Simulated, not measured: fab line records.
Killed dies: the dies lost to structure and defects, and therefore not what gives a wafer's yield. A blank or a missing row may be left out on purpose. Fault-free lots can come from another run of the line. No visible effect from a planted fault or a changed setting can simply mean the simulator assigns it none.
Tool commonality check -- flow gf180mcu -- Sampled: 13 lots, 39 wafers

== WHY IT WAS OPENED ==
2 of 13 lots carry a flag on the reading DUAL_GATE_OXIDATION_00_THK at GF_DUAL_GATE_THK_MEAS_03. Fault-free wafers read 10.93 nm, with a standard deviation of 0.22.
Rule: a lot is flagged in two cases, either no wafer of it has a number, or all its wafers with numbers fall more than 4 standard deviations from that mean. The other lots count as sound.

lot,measured,on,"DUAL_GATE_OXIDATION_00_THK (nm), wafer by wafer",flag
L191,day 7 20:24,film-metro-01,11.08 11.09 11.08,
L194,day 8 13:05,film-metro-01,11.13 11.04 11.22,
L195,day 8 20:41,film-metro-01,10.89 11.02 11.29,
L196,day 9 02:34,film-metro-02,10.75 11.04 11.01,
L198,day 9 15:58,film-metro-02,11.32 11.21 11.30,
L199,day 9 22:31,film-metro-01,10.92 10.86 10.80,
L200,day 10 03:25,film-metro-03,12.52 12.38 12.48,FLAGGED
L203,day 11 00:29,film-metro-02,10.67 10.78 10.81,
L204,day 11 06:14,film-metro-01,12.75 12.73 12.77,FLAGGED
L211,day 13 05:46,film-metro-01,10.64 10.83 10.97,
L212,day 13 13:20,film-metro-02,10.57 10.61 10.87,
L213,day 14 06:20,film-metro-01,10.59 10.54 10.59,
L214,day 14 07:58,film-metro-01,10.86 10.87 10.63,
On average the flagged lots' numbers are 12.61 nm, which is +1.68 nm against the usual, or +8 standard deviations.

== LOT BY LOT: THE TOOL USED ==
The record keeps 1 process step preceding the reading, out of 602 steps on the route. Every cell lists first the tool, next ch and the chambers used by the sampled wafers, and last the start.
lot,flag,GF_DUAL_GATE_OXIDATION_02
L191,,"furnace-01 ch 0, day 7 18:58"
L194,,"furnace-01 ch 0, day 8 11:38"
L195,,"furnace-01 ch 0, day 8 19:13"
L196,,"furnace-01 ch 0, day 9 01:07"
L198,,"furnace-01 ch 0, day 9 14:31"
L199,,"furnace-01 ch 0, day 9 21:04"
L200,FLAGGED,"furnace-01 ch 0, day 10 01:56"
L203,,"furnace-02 ch 0, day 10 23:02"
L204,FLAGGED,"furnace-01 ch 0, day 11 04:47"
L211,,"furnace-02 ch 0, day 13 04:19"
L212,,"furnace-02 ch 0, day 13 11:53"
L213,,"furnace-02 ch 0, day 14 04:53"
L214,,"furnace-02 ch 0, day 14 06:31"
What is done by these steps:
- GF_DUAL_GATE_OXIDATION_02: stabilise 600 s, purge 300 s, target thk 10.887 nm.
- GF_DUAL_GATE_THK_MEAS_03

== FLAGGED OVER TOTAL, TOOL BY TOOL (the gauges that took the reading come last) ==
step,tool,lots run,flagged,share of the flagged lots,sound lots run after its first flagged lot
GF_DUAL_GATE_OXIDATION_02,furnace-01,8,2,all,0
GF_DUAL_GATE_OXIDATION_02,furnace-02,5,0,none,-
GF_DUAL_GATE_THK_MEAS_03,film-metro-01,8,1,some,"3 (L211,L213,L214)"
GF_DUAL_GATE_THK_MEAS_03,film-metro-02,4,0,none,-
GF_DUAL_GATE_THK_MEAS_03,film-metro-03,1,1,some,0

== WHAT IS ALLOWED BY THE TABLE ==
All flagged lots share 1 row of the table, namely furnace-01 at GF_DUAL_GATE_OXIDATION_02.
- furnace-01 at GF_DUAL_GATE_OXIDATION_02: 2 of its 8 lots flagged. Its last sound lot is L199 (day 9 21:04), its first flagged lot L200 (day 10 01:56): a fault that began between those two fits.
Just one tool remains: furnace-01 at GF_DUAL_GATE_OXIDATION_02.

== WHAT THE SIMULATOR PUT IN ==
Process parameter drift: furnace-01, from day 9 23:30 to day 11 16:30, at GF_DUAL_GATE_OXIDATION_02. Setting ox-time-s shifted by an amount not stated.
Struck lots among those shown: L200, L204. Same finding as the rule above.
